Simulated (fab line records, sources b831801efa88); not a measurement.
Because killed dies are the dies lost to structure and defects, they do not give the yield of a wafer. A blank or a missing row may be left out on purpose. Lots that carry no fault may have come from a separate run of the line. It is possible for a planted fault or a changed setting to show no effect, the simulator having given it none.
What tool caused it?    flow sky130    11 lots with 33 wafers sampled at 5 steps, on a route of 708 steps

## WHAT THE GAUGES READ, wafer by wafer
SKY_VT_ADJUST_PCH_TW_MEAS_10.
lot   measured      on             VT_ADJUST_PCH_TW
L996  day 11 03:17  film metro-02  141.9 142.9 142.3
L998  day 11 13:13  film metro-01  142.9 142.6 141.8
L100  day 12 04:56  film metro-04  143.0 143.4 142.5
L107  day 14 18:28  film metro-01  143.2 142.8 143.7
L106  day 14 18:48  film metro-02  143.6 143.9 143.6
L109  day 15 03:22  film metro-02  142.8 143.2 142.3
L110  day 15 06:55  film metro-02  143.9 143.3 143.1
L111  day 15 08:53  film metro-04  143.2 142.8 142.4
L113  day 15 19:07  film metro-04  143.1 142.9 142.5
L114  day 16 01:10  film metro-01  143.0 143.8 143.7
L115  day 16 13:34  film metro-01  143.5 143.8 142.8

SKY_SONOS_ONO_THK_MEAS_05.
lot   measured      on             SONOS_ONO_CVD_04_THK (nm)
L996  day 12 09:26  film metro-03  5.64 5.54 5.61
L998  day 12 17:49  film metro-04  5.57 5.50 5.58
L100  day 13 06:00  film metro-03  5.60 5.65 5.52
L107  day 16 01:47  film metro-01  5.64 5.62 5.76
L106  day 16 04:02  film metro-04  5.68 5.66 5.73
L109  day 16 13:22  film metro-04  5.58 5.53 5.52
L110  day 16 19:08  film metro-01  5.58 5.49 5.48
L111  day 16 19:08  film metro-03  5.59 5.59 5.49
L113  day 17 03:08  film metro-03  5.68 5.74 5.67
L114  day 17 09:13  film metro-01  5.80 5.87 5.83
L115  day 17 22:16  film metro-01  5.52 5.46 5.54

SKY_GATE_OXIDE_THK_MEAS_02.
lot   measured      on             GATE_OXIDE_OXIDATION_00_THK (nm)
L996  day 13 06:46  film metro-04  10.37 10.42 10.21
L998  day 13 14:53  film metro-02  7.79 8.09 7.97
L100  day 14 02:58  film metro-03  8.24 8.14 7.97
L107  day 17 08:39  film metro-03  10.15 10.16 10.22
L106  day 17 10:03  film metro-03  10.44 10.33 10.57
L109  day 17 20:06  film metro-04  10.47 10.49 10.49
L110  day 18 01:57  film metro-02  10.34 10.15 10.35
L111  day 18 01:57  film metro-04  10.36 10.30 10.42
L113  day 18 10:34  film metro-03  10.17 10.11 10.31
L114  day 18 17:25  film metro-02  10.13 10.28 10.24
L115  day 19 11:18  film metro-03  10.11 10.19 10.11

## WHICH TOOL RAN EACH LOT (tool, then ch and the chambers of the sampled wafers, then the start)
lot   SKY_VT_ADJUST_PCH_STRIP_09            SKY_GATE_OXIDE_OXIDATION_01
L996  plasma asher-01 ch 0,1, day 11 03:12  furnace-02 ch 0, day 13 05:20
L998  plasma asher-04 ch 0,1, day 11 13:07  furnace-02 ch 0, day 13 13:28
L100  plasma asher-04 ch 0,1, day 12 04:51  furnace-02 ch 0, day 14 01:32
L107  plasma asher-01 ch 0,1, day 14 18:21  furnace-01 ch 0, day 17 07:14
L106  plasma asher-03 ch 0,1, day 14 18:42  furnace-01 ch 0, day 17 08:38
L109  plasma asher-04 ch 0,1, day 15 03:16  furnace-02 ch 0, day 17 18:41
L110  plasma asher-03 ch 0,1, day 15 06:48  furnace-02 ch 0, day 18 00:32
L111  plasma asher-03 ch 0,1, day 15 08:46  furnace-02 ch 0, day 18 00:32
L113  plasma asher-01 ch 0,1, day 15 19:01  furnace-02 ch 0, day 18 09:09
L114  plasma asher-01 ch 0,1, day 16 01:04  furnace-02 ch 0, day 18 16:01
L115  plasma asher-01 ch 0,1, day 16 13:28  furnace-02 ch 0, day 19 09:53
- SKY_VT_ADJUST_PCH_STRIP_09: strips in O2/N2.
- SKY_GATE_OXIDE_OXIDATION_01: stabilise 600 s, purge 300 s, target thk 10.268 nm.

## AS READ BY THE TOOLS THEMSELVES (means over the sampled wafers that have a number; for cases with no such wafer, the mark the record gives instead)
SKY_VT_ADJUST_PCH_STRIP_09.
lot   tool             drypump motor current A (A)  oes product au (a.u.)  strip time to endpoint s (s)
L996  plasma asher-01  6.2                          0.719                  37.03
L998  plasma asher-04  5.6                          0.722                  37.05
L100  plasma asher-04  5.7                          0.719                  37.00
L107  plasma asher-01  6.1                          0.723                  37.08
L106  plasma asher-03  6.3                          0.722                  37.01
L109  plasma asher-04  5.5                          0.724                  37.09
L110  plasma asher-03  6.3                          0.720                  36.67
L111  plasma asher-03  6.1                          0.724                  36.94
L113  plasma asher-01  6.1                          0.723                  37.02
L114  plasma asher-01  6.1                          0.720                  36.96
L115  plasma asher-01  6.1                          0.727                  37.02

SKY_GATE_OXIDE_OXIDATION_01.
lot   tool        spike tc bottom C (C)  spike tc centre C (C)  spike tc lower C (C)  spike tc top C (C)  spike tc upper C (C)  tube center temp C (C)  tube_center_temp_C_max
L996  furnace-02  919.8                  900.6                  902.1                 908.5               900.9                 900                     902.8
L998  furnace-02  898.4                  879.7                  881.2                 887.7               880.8                 879                     881.4
L100  furnace-02  897.6                  879.3                  880.8                 887.9               880.7                 879                     881.9
L107  furnace-01  916.0                  900.0                  900.6                 908.9               900.3                 900                     902.3
L106  furnace-01  915.5                  899.6                  900.7                 908.2               899.2                 900                     902.4
L109  furnace-02  919.9                  900.1                  902.0                 909.6               900.5                 900                     902.4
L110  furnace-02  918.8                  900.6                  901.2                 908.8               900.5                 900                     902.2
L111  furnace-02  918.5                  901.4                  901.5                 908.1               900.2                 900                     902.1
L113  furnace-02  918.6                  899.9                  901.6                 908.6               900.2                 900                     902.5
L114  furnace-02  918.4                  901.3                  901.3                 908.2               901.4                 900                     902.6
L115  furnace-02  919.7                  901.1                  901.5                 908.9               901.0                 900                     902.1

## THE ANSWER, worked out from the rows above alone
Rule: the usual values come from the lots themselves. The widest of any qualifying gaps counts: lots, ordered by their means at a reading, are off when they make up no more than a third of the lots, leave a main group of 4 or more, and stand apart from it by 3 or more times the standard deviation of that group's means. If all means in a main group match to the digits the tables above print for the reading, that group is not used. Also off: a lot with no number at a reading for which 4 or more lots have one. All remaining lots with rows at the step are treated as sound. Order of review: gauges by route order, followed by the tools' own readings, for which a lot's mean as printed above is used. The first step at which some lot is off is used, and at that step the reading that is off furthest; a lot without a number counts as furthest.
Off: L998, L100, seen at SKY_GATE_OXIDE_THK_MEAS_02 (GATE_OXIDE_OXIDATION_00_THK). The main group has a mean of 10.29 nm with a standard deviation of 0.12.
If a tool, at a process step before that reading, ran all the lots that are off and no sound lot after the first of them, it fits. Not tried: the gauges at SKY_GATE_OXIDE_THK_MEAS_02; whatever is off there is also off at SKY_VT_ADJUST_PCH_STRIP_09, on other tools, and gauge error can't account for it. No candidate that was tried fits.

## WHAT THE SIMULATOR HAD INSERTED
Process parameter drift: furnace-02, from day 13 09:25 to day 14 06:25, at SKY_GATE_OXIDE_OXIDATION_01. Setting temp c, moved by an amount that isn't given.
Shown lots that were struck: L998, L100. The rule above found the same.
